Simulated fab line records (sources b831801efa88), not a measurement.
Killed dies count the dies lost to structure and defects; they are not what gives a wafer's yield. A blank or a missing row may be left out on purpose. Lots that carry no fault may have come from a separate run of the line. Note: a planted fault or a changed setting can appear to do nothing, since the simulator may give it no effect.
Comparing a struck lot with a sound one -- flow gf180mcu -- 14 steps out of a route of 602
Sound: wafers L781.2, L781.3, L781.6. Wafers L786.1, L786.3, L786.5 were the ones struck. The cause is named last.
At each step with rows: each side's tool, then ch and its chambers, then its first start. Under that, the readings that differ: sound wafers -- struck wafers -- difference of the means -- sigmas: that difference in standard deviations of wafers without a fault.
alike: same words and numbers on both sides, and readings whose means sit less than 2 such deviations apart. not compared: any withheld reading, any reading some wafer has no value for, any bound like >300 that may hide the same value, and any number with overlapping values for which the record gives no deviation.
The two part at a step that has a row with sigmas, a row that says differs or no value, or rows on one side only. Numbers that have no deviation but don't overlap get no sigmas and don't part them. A reading missing from all wafers of one side parts the sides only when that side holds two or more wafers.

GF_DUAL_GATE_OVL_MEAS_11:
  sound on overlay-01 at day 8 11:17; struck on overlay-01 at day 9 15:35
  alike: DUAL_GATE_OVL
then, 1 step without rows for these wafers: GF_DUAL_GATE_WET_ETCH_12 (etches SiO2 in dHF, target depth 13 nm, time 260 s).
GF_DUAL_GATE_STRIP_13: strips in O2/N2.
  sound on plasma asher-03 ch 0,1, day 8 11:23; struck on plasma asher-01 ch 0,1, day 9 15:41
  alike: drypump motor current A, heater power w, oes product au, strip time to endpoint s
  not compared: rf hours counter h
then, 3 steps without rows for these wafers: GF_DUAL_GATE_CLEAN_14 (cleans in SC1/SC2, time 150 s); GF_DUAL_GATE_OXIDATION_15 (stabilise 600 s, purge 300 s, target thk 7.098 nm); GF_POLY_GATE_CVD_00 (deposits poly-Si, target thk 200 nm, time 1200 s).
GF_POLY_GATE_THK_MEAS_01:
  sound on film metro-01 at day 8 14:26; struck on film metro-03 at day 9 18:44
  alike: POLY_GATE_CVD_00_THK
then, 5 steps without rows for these wafers: GF_POLY_GATE_DEHYDRATE_02 (time 60 s); GF_POLY_GATE_HMDS_03 (prime time 60 s); GF_POLY_GATE_COAT_04; GF_POLY_GATE_COAT_05 (resist thk 700 nm); GF_POLY_GATE_SOFTBAKE_06 (time 60 s).
GF_POLY_GATE_EXPOSE_07: exposes mask Poly2, target cd 280 nm.
  struck on krf scanner-02, day 10 03:40; sound on krf scanner-01 ch 0, day 8 22:48
  no value came back on the struck wafers for exposure dose mJ cm2, focus offset nm (nm), na, reticle temp C (C); on the sound wafers exposure dose mJ cm2 reads 27.993 27.937 27.953
  alike: mask
then, 1 step without rows for these wafers: GF_POLY_GATE_PEB_08 (peb time 90 s).

== WHERE THEY PART ==
Only at GF_POLY_GATE_EXPOSE_07, within this record.

WHY: whatever the simulator had introduced
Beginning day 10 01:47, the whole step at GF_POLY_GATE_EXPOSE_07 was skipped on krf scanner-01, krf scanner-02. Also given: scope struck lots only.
